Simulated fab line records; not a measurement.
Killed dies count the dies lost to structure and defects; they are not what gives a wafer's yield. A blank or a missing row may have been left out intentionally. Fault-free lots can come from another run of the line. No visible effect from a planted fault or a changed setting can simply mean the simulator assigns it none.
fab line records	flow sky130
record: lots: 13	wafers: 39	last-day: 50
route steps=708 shown SD_N@351
lots that met no fault: taken from a fault-free run of the same line
start-h: start of the lot's first displayed wafer, in hours after the record's first day	wait-h: hours since the lot's step before	" repeats the value in the row above	L1.1+2: a single row standing in for several wafers	- either no value or no given start	* or withheld: withheld	< > ~ a bound
route shown NAME@n: a module of which the file shows steps, and the number in the route of the first	usual: mean/standard deviation of fault-free wafers	same: alike in all rows	chamber/n: place in a boat	sites: per-site readings	_std_site: the values' standard deviation	_edge_site: mean of outer sites minus mean of inner sites	radius-mm: how far each site lies from the wafer's centre	mask NAME#n: copy n	behind: tool/chamber where the wafer was last shaped	hold: why the lot was held/for how many hours/how that ended	device: which transistor (n, p or np) failed to switch	end of line: tests run on the same wafers once the route is complete	a step without rows: its recipe alone	killed: the dies lost at the first sort to structure and to defects; this is not the yield of the wafer	map: a wafer's dies, marking killed ones x, the rest . and places with no die _
set.NAME: the setting as run; set.NAME@STEP: as run at that earlier step	model.NAME: the simulator's own value behind a step, which no gauge read
route steps across a sampled set of lots; one table per step, one row per wafer
services: a tool's chamber out of use, with start hour (start-h, from the record's first day; less than 0 if before it), hours out, and reason
== steps ==
step: SKY_SD_N_IMPLANT_09
recipe: species: As	energy-kev: 50	dose-cm2: 4e+15	tilt-deg: 0
usual: beam-energy-keV: 50.000/0.017	end-station-pressure-torr: 1.31e-05/1.5e-06	faraday-current-uA: 11974/1200
lot.wafer	tool	chamber	start-h	wait-h	beam-energy-keV	end-station-pressure-torr	faraday-current-uA
L403.1	implanter-04	0	651.03	0.0	49.995	1.23e-05	11975
L403.3	"	0	"	"	49.983	1.32e-05	11289
L403.5	"	0	"	"	49.997	1.37e-05	11293
L406.2	implanter-04	0	678.74	0.0	50.001	1.25e-05	11688
L406.3	"	0	"	"	50.006	1.24e-05	11455
L406.4	"	0	"	"	50.021	1.24e-05	11364
L408.1	implanter-01	0	689.31	0.0	49.963	1.49e-05	14268
L408.2	"	0	"	"	49.986	1.46e-05	13579
L408.4	"	0	"	"	50.010	1.62e-05	13993
L407.1	implanter-01	0	691.03	0.0	50.020	1.39e-05	13920
L407.3	"	0	"	"	50.006	1.64e-05	14026
L407.5	"	0	"	"	50.022	1.61e-05	13611
L409.3	implanter-01	0	692.09	0.1	50.012	1.49e-05	13503
L409.4	"	0	"	"	50.006	1.55e-05	13546
L409.6	"	0	"	"	50.000	1.56e-05	13781
L412.1	implanter-03	0	726.46	0.0	50.014	1.21e-05	10619
L412.5	"	0	"	"	49.990	1.12e-05	10332
L412.6	"	0	"	"	50.008	1.26e-05	10712
L413.1	implanter-04	0	727.65	0.0	68.312	1.19e-05	11465
L413.2	"	0	"	"	68.324	1.21e-05	11597
L413.4	"	0	"	"	68.337	1.2e-05	11165
L416.1	implanter-04	0	745.68	0.0	68.319	1.35e-05	11344
L416.3	"	0	"	"	68.332	1.18e-05	11708
L416.6	"	0	"	"	68.335	1.34e-05	11358
L418.2	implanter-01	0	766.49	0.0	49.992	1.56e-05	13778
L418.3	"	0	"	"	49.995	1.44e-05	14454
L418.5	"	0	"	"	50.021	1.53e-05	13453
L419.1	implanter-01	0	771.73	0.0	50.002	1.4e-05	14393
L419.5	"	0	"	"	49.975	1.49e-05	13178
L419.6	"	0	"	"	49.990	1.46e-05	13809
L422.1	implanter-04	0	797.16	0.0	50.022	1.27e-05	11315
L422.4	"	0	"	"	50.008	1.22e-05	11714
L422.5	"	0	"	"	49.999	1.31e-05	11808
L423.1	implanter-01	0	802.76	0.0	50.008	1.5e-05	13310
L423.4	"	0	"	"	49.994	1.51e-05	13942
L423.5	"	0	"	"	50.010	1.72e-05	13369
L424.2	implanter-04	0	810.20	0.0	49.988	1.24e-05	11504
L424.3	"	0	"	"	50.000	1.2e-05	11716
L424.5	"	0	"	"	49.998	1.13e-05	11553
step: SKY_SD_N_STRIP_11
recipe: chemistry: O2/N2	power-w: 1400	pressure-mtorr: 1500	platen-temp-c: withheld	o2-flow-sccm: 3000	n2-flow-sccm: 300	overash-fraction: 0.5
usual: drypump-motor-current-A: 6.0/0.49	n2-flow-sccm: 299.8/0.91	oes-product-au: 0.528/0.0043	strip-time-to-endpoint-s: 22.50/0.03
lot.wafer	tool	chamber	start-h	wait-h	drypump-motor-current-A	n2-flow-sccm	oes-product-au	rf-hours-counter-h	strip-time-to-endpoint-s
L403.1	plasma-asher-03	1	651.33	0.1	6.2	299.9	0.517	54	22.51
L403.3	"	1	"	"	6.2	299.8	0.528	-	22.49
L403.5	"	0	"	"	6.1	299.7	0.524	-	22.46
L406.2	plasma-asher-04	1	679.01	0.1	6.6	300.2	0.524	24	22.52
L406.3	"	1	"	"	6.6	297.6	0.521	-	22.49
L406.4	"	0	"	"	6.4	299.8	0.528	-	22.53
L408.1	plasma-asher-02	1	689.61	0.1	5.6	298.8	0.524	90	22.47
L408.2	"	0	"	"	5.0	300.3	0.533	90	22.53
L408.4	"	1	"	"	5.6	298.3	0.518	-	22.51
L407.1	plasma-asher-03	1	691.33	0.1	6.2	300.2	0.525	58	22.50
L407.3	"	0	"	"	6.0	298.2	0.525	-	22.56
L407.5	"	0	"	"	6.0	298.8	0.528	-	22.53
L409.3	plasma-asher-03	0	692.37	0.1	6.1	300.6	0.529	-	22.50
L409.4	"	1	"	"	6.2	299.7	0.537	-	22.52
L409.6	"	0	"	"	6.1	301.0	0.525	-	22.51
L412.1	plasma-asher-04	1	726.76	0.1	6.6	299.2	0.529	28	22.53
L412.5	"	1	"	"	6.6	298.7	0.528	-	22.51
L412.6	"	0	"	"	6.4	299.2	0.525	-	22.46
L413.1	plasma-asher-02	0	727.95	0.1	5.0	298.7	0.502	94	25.29
L413.2	"	1	"	"	5.6	299.6	0.496	94	25.26
L413.4	"	0	"	"	4.9	300.6	0.499	-	25.32
L416.1	plasma-asher-03	1	745.98	0.1	6.2	300.0	0.491	63	25.29
L416.3	"	0	"	"	6.1	298.9	0.496	-	25.32
L416.6	"	0	"	"	6.1	298.6	0.495	-	25.26
L418.2	plasma-asher-04	0	766.76	0.1	6.4	300.3	0.531	32	22.46
L418.3	"	1	"	"	6.6	300.2	0.529	-	22.51
L418.5	"	1	"	"	6.6	299.5	0.525	-	22.49
L419.1	plasma-asher-03	0	772.03	0.1	6.0	299.9	0.528	66	22.46
L419.5	"	0	"	"	6.0	299.6	0.532	-	22.49
L419.6	"	1	"	"	6.2	299.4	0.531	-	22.51
L422.1	plasma-asher-03	1	797.46	0.1	6.2	300.3	0.529	69	22.45
L422.4	"	1	"	"	6.2	301.1	0.525	-	22.46
L422.5	"	1	"	"	6.2	300.7	0.527	-	22.50
L423.1	plasma-asher-04	0	803.06	0.1	6.4	299.3	0.529	35	22.48
L423.4	"	1	"	"	6.6	301.5	0.535	-	22.49
L423.5	"	0	"	"	6.4	299.8	0.523	-	22.46
L424.2	plasma-asher-04	1	810.48	0.1	6.6	300.8	0.516	36	22.47
L424.3	"	0	"	"	6.4	299.9	0.526	-	22.46
L424.5	"	1	"	"	6.6	301.1	0.532	-	22.48
step: SKY_SD_N_TW_MEAS_12
usual: SD_N_TW: 3992/18
lot.wafer	tool	chamber	start-h	wait-h	SD_N_TW
L403.1	film-metro-02	-	651.43	0.1	3984
L403.3	"	-	"	"	3973
L403.5	"	-	"	"	3992
L406.2	film-metro-03	-	679.12	0.1	3984
L406.3	"	-	"	"	3998
L406.4	"	-	"	"	3987
L408.1	film-metro-03	-	689.71	0.1	4004
L408.2	"	-	"	"	3999
L408.4	"	-	"	"	3992
L407.1	film-metro-02	-	691.43	0.1	3953
L407.3	"	-	"	"	3941
L407.5	"	-	"	"	3942
L409.3	film-metro-01	-	692.46	0.1	3996
L409.4	"	-	"	"	4011
L409.6	"	-	"	"	4009
L412.1	film-metro-03	-	726.86	0.1	3989
L412.5	"	-	"	"	4003
L412.6	"	-	"	"	3986
L413.1	film-metro-03	-	728.05	0.1	4352
L413.2	"	-	"	"	4358
L413.4	"	-	"	"	4331
L416.1	film-metro-01	-	746.08	0.1	4316
L416.3	"	-	"	"	4337
L416.6	"	-	"	"	4324
L418.2	film-metro-01	-	766.87	0.1	4004
L418.3	"	-	"	"	4003
L418.5	"	-	"	"	4002
L419.1	film-metro-02	-	772.13	0.1	3990
L419.5	"	-	"	"	3989
L419.6	"	-	"	"	3994
L422.1	film-metro-01	-	797.56	0.1	4000
L422.4	"	-	"	"	3991
L422.5	"	-	"	"	3991
L423.1	film-metro-03	-	803.16	0.1	3987
L423.4	"	-	"	"	3985
L423.5	"	-	"	"	3954
L424.2	film-metro-03	-	810.59	0.1	3978
L424.3	"	-	"	"	3965
L424.5	"	-	"	"	3982
step: SKY_SD_N_RS_MEAS_16
recipe: thk-meas-gauge: four-point-probe
usual: SD_N_RS: 68.56/0.13
lot.wafer	tool	chamber	start-h	wait-h	SD_N_RS[ohm/sq]
L403.1	film-metro-01	-	651.72	0.1	68.51
L403.3	"	-	"	"	68.60
L403.5	"	-	"	"	68.69
L406.2	film-metro-02	-	679.41	0.1	68.41
L406.3	"	-	"	"	68.42
L406.4	"	-	"	"	68.47
L408.1	film-metro-01	-	689.99	0.1	68.73
L408.2	"	-	"	"	68.73
L408.4	"	-	"	"	68.63
L407.1	film-metro-01	-	691.71	0.1	68.75
L407.3	"	-	"	"	68.70
L407.5	"	-	"	"	68.75
L409.3	film-metro-01	-	692.76	0.1	68.52
L409.4	"	-	"	"	68.52
L409.6	"	-	"	"	68.62
L412.1	film-metro-01	-	727.14	0.1	68.52
L412.5	"	-	"	"	68.70
L412.6	"	-	"	"	68.66
L413.1	film-metro-01	-	728.33	0.1	58.00
L413.2	"	-	"	"	57.85
L413.4	"	-	"	"	57.83
L416.1	film-metro-02	-	746.36	0.1	57.85
L416.3	"	-	"	"	57.88
L416.6	"	-	"	"	57.90
L418.2	film-metro-01	-	767.22	0.1	68.72
L418.3	"	-	"	"	68.77
L418.5	"	-	"	"	68.64
L419.1	film-metro-01	-	772.41	0.1	68.60
L419.5	"	-	"	"	68.38
L419.6	"	-	"	"	68.42
L422.1	film-metro-03	-	797.84	0.1	68.79
L422.4	"	-	"	"	68.87
L422.5	"	-	"	"	68.88
L423.1	film-metro-02	-	803.44	0.1	68.38
L423.4	"	-	"	"	68.55
L423.5	"	-	"	"	68.50
L424.2	film-metro-03	-	810.88	0.1	68.55
L424.3	"	-	"	"	68.63
L424.5	"	-	"	"	68.87
== services ==
tool	chamber	start-h	hours	kind
plasma-asher-02	-	630.72	2.8	pm
implanter-03	-	650.40	3.2	pm
implanter-01	-	652.97	6.1	pm
implanter-01	-	659.04	28.9	pm
implanter-03	-	688.23	1.2	repair
plasma-asher-02	-	691.22	5.7	repair
plasma-asher-04	-	718.23	3.0	repair
implanter-04	-	722.04	5.5	repair
== key ==
first-sign: step: SKY_SD_N_IMPLANT_09	reading: beam-energy-keV	direction: up	sigmas: 99+	usual: *	struck: *
effect: step: SKY_SD_N_STRIP_11	reading: strip-time-to-endpoint-s	direction: up	sigmas: 92	usual: *	struck: *
effect: step: SKY_SD_N_TW_MEAS_12	reading: SD_N_TW	direction: up	sigmas: 20	usual: 3992	struck: 4336
effect: step: SKY_SD_N_RS_MEAS_16	reading: SD_N_RS	direction: down	sigmas: 81	usual: 68.56	struck: 57.89
met-at SKY_SD_N_IMPLANT_09
struck-lots L413,L416
tester-left-out L413,L416
onset-between 678.74 727.65
fault: kind: process-parameter-drift	tool: implanter-04	chamber: -	onset-h: 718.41	steps: SKY_SD_N_IMPLANT_09	channel: energy-kev	offset: *	shape: step	end-h: 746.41	acts-in: *	stated: *
tester-left-out: of these lots the tester's yield and bins aren't shown, on N5 and GAA mostly nor the transistor test; their killed dies are dies lost to structure and defects alone, not to doping, threshold or leakage, so they don't give the yield
